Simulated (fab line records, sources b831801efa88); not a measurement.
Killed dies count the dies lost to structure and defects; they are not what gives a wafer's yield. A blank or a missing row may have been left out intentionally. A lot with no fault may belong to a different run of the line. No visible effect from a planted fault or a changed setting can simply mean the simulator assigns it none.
Struck lot and sound lot, side by side	flow sky130	32 out of 708 route steps
Sound: the wafers L594.2, L594.5, L594.6. Struck: wafer L609.3. (L609.1, L609.5 of the same lot were not struck and are left out.) The cause comes at the end.
Order at every step that has rows: each side's tool, ch and its chambers, its first start. Under that, the readings that differ: sound wafers	struck wafers	difference of the means	sigmas: that difference in standard deviations of wafers without a fault.
alike: readings with means less than 2 such deviations apart, plus words and numbers identical on both sides. not compared: withheld readings, readings lacking a value on some wafer, bounds such as >300 that could conceal the same value, and numbers that have no deviation in the record and whose values overlap.
Wherever a step has rows on one side only, a row that says differs or no value, or a row with sigmas, the two part there. When numbers do not overlap yet have no deviation, they are printed without sigmas and do not part them. A reading missing from all wafers of one side parts the sides only when that side holds two or more wafers.

first, 3 steps without rows for these wafers: SKY_CONTACT_STRIP_20 (strips in post etch residue remover, time 1200 s); SKY_CONTACT_CLEAN_21 (cleans in IPA, time 180 s); SKY_CONTACT_CLEAN_22 (cleans in O3/DIW).
SKY_CONTACT_SPUTTER_23: material TiN, target thk 20 nm, time 80 s.
  sound on pvdSputter-03, day 33 13:26; struck on pvdSputter-04, day 39 01:19
  alike: throttleValvePct
SKY_CONTACT_CVD_24: deposits W, target thk 340 nm, time 102.12 s.
  sound on cvdW-02 ch 0,1, day 33 13:29; struck on cvdW-01 ch 1, day 39 01:23
reading	sound	struck	difference	sigmas
susceptorTempC (C)	399.70 400.02 399.85	400.41	+0.55	+3
  alike: heaterPowerW
SKY_CONTACT_RS_MEAS_25: the measuring method here is four-point-probe.
  sound on filmMetro-02, day 33 13:37; struck on filmMetro-03, day 39 01:29
  alike: CONTACT_W_RS
SKY_CONTACT_THK_MEAS_26: measures by xrf.
  sound on filmMetro-02, day 33 13:44; struck on filmMetro-03, day 39 01:37
reading	sound	struck	difference	sigmas
CONTACT_W_THK (nm)	335 338 339	326	-11	-2
then, 4 steps without rows for these wafers: SKY_CONTACT_CMP_27 (polishes, stops on SiO2, t overpolish 15 s, target thk 0 nm); SKY_METAL1_SPUTTER_00 (material Ti, target thk 15 nm, time 10 s); SKY_METAL1_SPUTTER_01 (material TiN, target thk 20 nm, time 16.7 s); SKY_METAL1_SPUTTER_02 (material AlCu, target thk 250 nm, time 13.3 s).
SKY_METAL1_SPUTTER_03: material Ti, target thk 5 nm, time 3.3 s.
  sound on pvdSputter-01, day 33 14:09; struck on pvdSputter-04, day 39 02:30
  alike: throttleValvePct
SKY_METAL1_SPUTTER_04: material TiN, target thk 70 nm, time 58.3 s.
  sound on pvdSputter-01, day 33 14:10; struck on pvdSputter-04, day 39 02:31
reading	sound	struck	difference	sigmas
model.TiN_of_METAL1_SPUTTER_04.thkNm (nm)	69.01 69.48 68.95	53.03	-16.12	
  alike: throttleValvePct
SKY_METAL1_RS_MEAS_05: the measuring method here is four-point-probe.
  sound on filmMetro-02, day 33 14:14; struck on filmMetro-03, day 39 02:34
  alike: METAL1_ALCU_RS
SKY_METAL1_THK_MEAS_06: measures by xrf.
  sound on filmMetro-02, day 33 14:21; struck on filmMetro-03, day 39 02:41
reading	sound	struck	difference	sigmas
METAL1_ALCU_THK (nm)	244 243 249	258	+13	+4
then, 8 steps without rows for these wafers: SKY_METAL1_DEHYDRATE_07 (time 60 s); SKY_METAL1_HMDS_08 (prime time 60 s); SKY_METAL1_COAT_09 (resist thk 60 nm); SKY_METAL1_COAT_10 (resist thk 450 nm); SKY_METAL1_SOFTBAKE_11 (time 90 s); SKY_METAL1_EXPOSE_12 (exposes mask MM1, target cd 140 nm); SKY_METAL1_PEB_13; SKY_METAL1_DEVELOP_14 (develop time 60 s).
SKY_METAL1_CD_MEAS_15: the cd target is 140 nm.
  sound on cdSem-01, day 34 16:42; struck on cdSem-01, day 40 03:20
  alike: cdNm
SKY_METAL1_OVL_MEAS_16:
  sound on overlay-01, day 34 16:48; struck on overlay-01, day 40 03:27
  alike: METAL1_OVL
SKY_METAL1_DESCUM_17: chemistry O2, time 8 s.
  sound on rieMetal-04 ch 0,1, day 34 16:50; struck on rieMetal-01 ch 0, day 40 03:29
  alike: drypumpMotorCurrentA, heBacksideLeakSccm, oesProductAu, tempC
  not compared: rfHoursCounterH
SKY_METAL1_ETCH_18: etches BARC in N2/H2, stops on SiO2, time 45.9 s, target depth 60 nm.
  sound on rieMetal-04 ch 0,1, day 34 16:52; struck on rieMetal-01 ch 0, day 40 03:31
  alike: drypumpMotorCurrentA, heBacksideLeakSccm, oesProductAu, throttleValvePct
  not compared: rfHoursCounterH
then, 2 steps without rows for these wafers: SKY_METAL1_METAL_ETCH_19 (etches the open film in Cl2/BCl3, stops on SiO2, target depth 360 nm, time 78 s); SKY_METAL1_STRIP_20 (strips in O2/N2).
SKY_METAL1_STRIP_21: strips in post etch residue remover, time 1200 s.
  sound on wetBench-04 ch 0, day 34 17:07; struck on wetBench-04 ch 0, day 40 03:47
reading	sound	struck	difference	sigmas
model.TiN_of_METAL1_SPUTTER_04.thkNm (nm)	68.59 69.06 68.52	52.61	-16.11	
  alike: tempC
then, 2 steps without rows for these wafers: SKY_METAL1_CLEAN_22 (cleans in IPA, time 180 s); SKY_PAD_OPEN_PROBE_99.

## WHERE THEY PART
Last at SKY_METAL1_THK_MEAS_06 as far as this record goes, first at SKY_CONTACT_CVD_24. Later steps at which nothing parts them and some readings are alike: SKY_METAL1_CD_MEAS_15, SKY_METAL1_OVL_MEAS_16, SKY_METAL1_DESCUM_17, SKY_METAL1_ETCH_18, SKY_METAL1_STRIP_21.

WHY: what the simulator had put in
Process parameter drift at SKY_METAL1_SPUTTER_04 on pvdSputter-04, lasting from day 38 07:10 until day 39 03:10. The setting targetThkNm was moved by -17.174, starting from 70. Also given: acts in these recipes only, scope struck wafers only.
